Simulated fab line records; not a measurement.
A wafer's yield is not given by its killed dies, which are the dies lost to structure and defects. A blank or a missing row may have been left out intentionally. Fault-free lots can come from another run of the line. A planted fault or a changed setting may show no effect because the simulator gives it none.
A lot that was struck, set against a sound lot	flow gf180mcu	14 out of 602 route steps
Sound: wafers L490.2, L490.3, L490.6. The struck wafers were L481.3, L481.4, L481.6. The cause is named last.
Per side, at each step with rows, come the tool, then ch with its chambers, and then its first start. Under that, the readings that differ: sound wafers	struck wafers	difference of the means	sigmas: that difference in standard deviations of wafers without a fault.
alike: readings whose means differ by less than 2 such deviations, and words and numbers that are the same on both sides. not compared: withheld readings, readings that some wafer has no value for, bounds like >300 that may hide the same value, and numbers for which the record gives no deviation and whose values overlap.
Wherever a step has rows on one side only, a row that says differs or no value, or a row with sigmas, the two part there. When numbers do not overlap yet have no deviation, they are printed without sigmas and do not part them. Lack of a reading on every wafer of one side parts them only where that side has two or more wafers.

first, 2 steps without rows for these wafers: GF_VT_IMPLANT_PEB_38; GF_VT_IMPLANT_DEVELOP_39 (develop time 60 s).
GF_VT_IMPLANT_OVL_MEAS_40:
  sound: overlay-01 at day 11 17:27; struck: overlay-01 at day 9 06:22
  alike: VT_IMPLANT_03_OVL
after that, 1 step had no rows for these wafers: GF_VT_IMPLANT_IMPLANT_41.
GF_VT_IMPLANT_STRIP_42: strips in O2/N2.
  sound on plasma-asher-03 ch 0,1, day 11 17:38; struck on plasma-asher-03 ch 0,1, day 9 06:34
reading	sound	struck	difference	sigmas
strip-time-to-endpoint-s (s)	12.68 12.64 12.70	12.58 12.59 12.57	-0.09	-3
  alike: drypump-motor-current-A, heater-power-w, oes-product-au
  not compared: rf-hours-counter-h
GF_VT_IMPLANT_TW_MEAS_43:
  sound: film-metro-01 at day 11 17:44; struck: film-metro-04 at day 9 06:39
  alike: VT_IMPLANT_4_TW
then, 1 step without rows for these wafers: GF_VT_IMPLANT_CLEAN_44 (cleans in SC1/SC2, time 150 s).
GF_VT_IMPLANT_RTA_45: time 30 s.
  sound on rtp-anneal-01 ch 0, day 11 17:52; struck on rtp-anneal-01 ch 0, day 9 06:47
  alike: lamp-power-pct, wafer_temp_C_max
GF_VT_IMPLANT_RS_MEAS_46: measurement is done with a four-point probe.
  sound: film-metro-04 at day 11 17:58; struck: film-metro-01 at day 9 06:53
  alike: MVSD_RS
GF_VT_IMPLANT_RS_MEAS_47: measurement is done with a four-point probe.
  sound: film-metro-04 at day 11 18:05; struck: film-metro-01 at day 9 07:00
  alike: NWELL_RS
GF_VT_IMPLANT_RS_MEAS_48: measurement is done with a four-point probe.
  sound: film-metro-04 at day 11 18:13; struck: film-metro-01 at day 9 07:07
  alike: LVPWELL_RS
GF_VT_IMPLANT_RS_MEAS_49: measurement is done with a four-point probe.
  sound: film-metro-04 at day 11 18:20; struck: film-metro-01 at day 9 07:14
  alike: MVPSD_RS
GF_VT_IMPLANT_WET_ETCH_50: etches SiO2 in dHF, target depth 20 nm, time 400 s.
  sound on wet-bench-04 ch 2, day 11 18:26; struck on wet-bench-01 ch 2, day 9 07:19
  no value came back on the struck wafers for bath-heat-duty-pct (%), run-length-s (s); on the sound wafers bath-heat-duty-pct (%) reads 7.1 6.7 6.3
reading	sound	struck	difference	sigmas
model.SiO2_of_STI_CVD_23.thk-nm (nm)	380.9 380.9 381.2	404.6 402.9 403	+22.5	
model.SiO2_of_STI_OXIDATION_29.thk-nm (nm)	0 0 0	9.572 9.468 9.559	+9.533	
-- a jump in the record: the struck wafers' starts before and after are 21 days apart (it breaks off in module VT_IMPLANT and resumes in module PASSIVATION, where the first step shown is number 602 of the route) --
GF_PASSIVATION_PROBE_99:
  only the struck wafers here have rows in the record (prober-01, day 30 19:09); the sound ones have none

== WHERE THEY PART ==
Earliest at GF_VT_IMPLANT_STRIP_42; latest, in this record, at GF_PASSIVATION_PROBE_99.

WHY: what had been put in by the simulator
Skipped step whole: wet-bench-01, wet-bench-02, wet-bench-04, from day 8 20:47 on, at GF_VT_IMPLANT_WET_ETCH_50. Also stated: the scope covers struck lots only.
